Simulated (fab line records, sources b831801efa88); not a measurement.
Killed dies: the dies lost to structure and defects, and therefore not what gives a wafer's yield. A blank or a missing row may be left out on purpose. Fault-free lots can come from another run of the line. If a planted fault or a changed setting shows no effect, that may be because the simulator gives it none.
Which tool was responsible?    flow gf180mcu    7 lots with 21 wafers sampled at 3 steps, on a route of 602 steps

## WHAT THE GAUGES READ, wafer by wafer
GF_M4_CD_MEAS_14: target cd 280 nm.
lot   measured      on         cd_nm (nm)
L602  day 26 21:42  cd_sem-01  280.7 280.8 280.6
L604  day 24 06:49  cd_sem-01  280.8 280.2 279.9
L606  day 25 00:09  cd_sem-02  278.4 281.3 280.2
L611  day 27 00:07  cd_sem-01  278.4 278.4 278.9
L618  day 29 00:52  cd_sem-01  278.6 279.3 279.8
L620  day 29 16:04  cd_sem-02  279.2 279.7 278.8
L624  day 30 17:21  cd_sem-02  276.1 277.3 277.3

## EACH LOT AND THE TOOL THAT RAN IT (in order: tool; ch and the chambers of the sampled wafers; start)
lot   GF_VT_IMPLANT_DEVELOP_06           GF_M4_SPUTTER_02
L602  litho_track-04 ch 0, day 5 16:46   pvd_sputter-01, day 26 00:50
L604  litho_track-04 ch 0, day 6 05:44   pvd_sputter-03, day 23 08:51
L606  litho_track-03 ch 0, day 6 19:31   pvd_sputter-02, day 24 02:38
L611  litho_track-03 ch 0, day 8 11:13   pvd_sputter-01, day 26 03:47
L618  litho_track-02 ch 0, day 10 02:44  pvd_sputter-01, day 28 05:35
L620  litho_track-02 ch 0, day 10 15:31  pvd_sputter-02, day 28 20:53
L624  litho_track-02 ch 0, day 11 13:58  pvd_sputter-03, day 29 23:27
- GF_VT_IMPLANT_DEVELOP_06: develop time 60 s.
- GF_M4_SPUTTER_02: material AlCu, target thk 450 nm, time 23.9 s.

## THE ANSWER, worked out from the rows above alone
Rule: what is usual is taken from the lots themselves. Put in order of their means at a reading, lots are off if they are a third of the lots or fewer, leave a main group of 4 or more, and stand apart from it by a gap of 3 or more times the standard deviation of the main group's means; of several such gaps the widest counts. If all means in a main group match to the digits the tables above print for the reading, that group is not used. A lot without any number at a reading at which 4 lots or more have one is off too. All remaining lots with rows at the step are treated as sound.
Nothing can be told from this: no lot is off at any reading shown.

## WHAT THE SIMULATOR HAD INSERTED
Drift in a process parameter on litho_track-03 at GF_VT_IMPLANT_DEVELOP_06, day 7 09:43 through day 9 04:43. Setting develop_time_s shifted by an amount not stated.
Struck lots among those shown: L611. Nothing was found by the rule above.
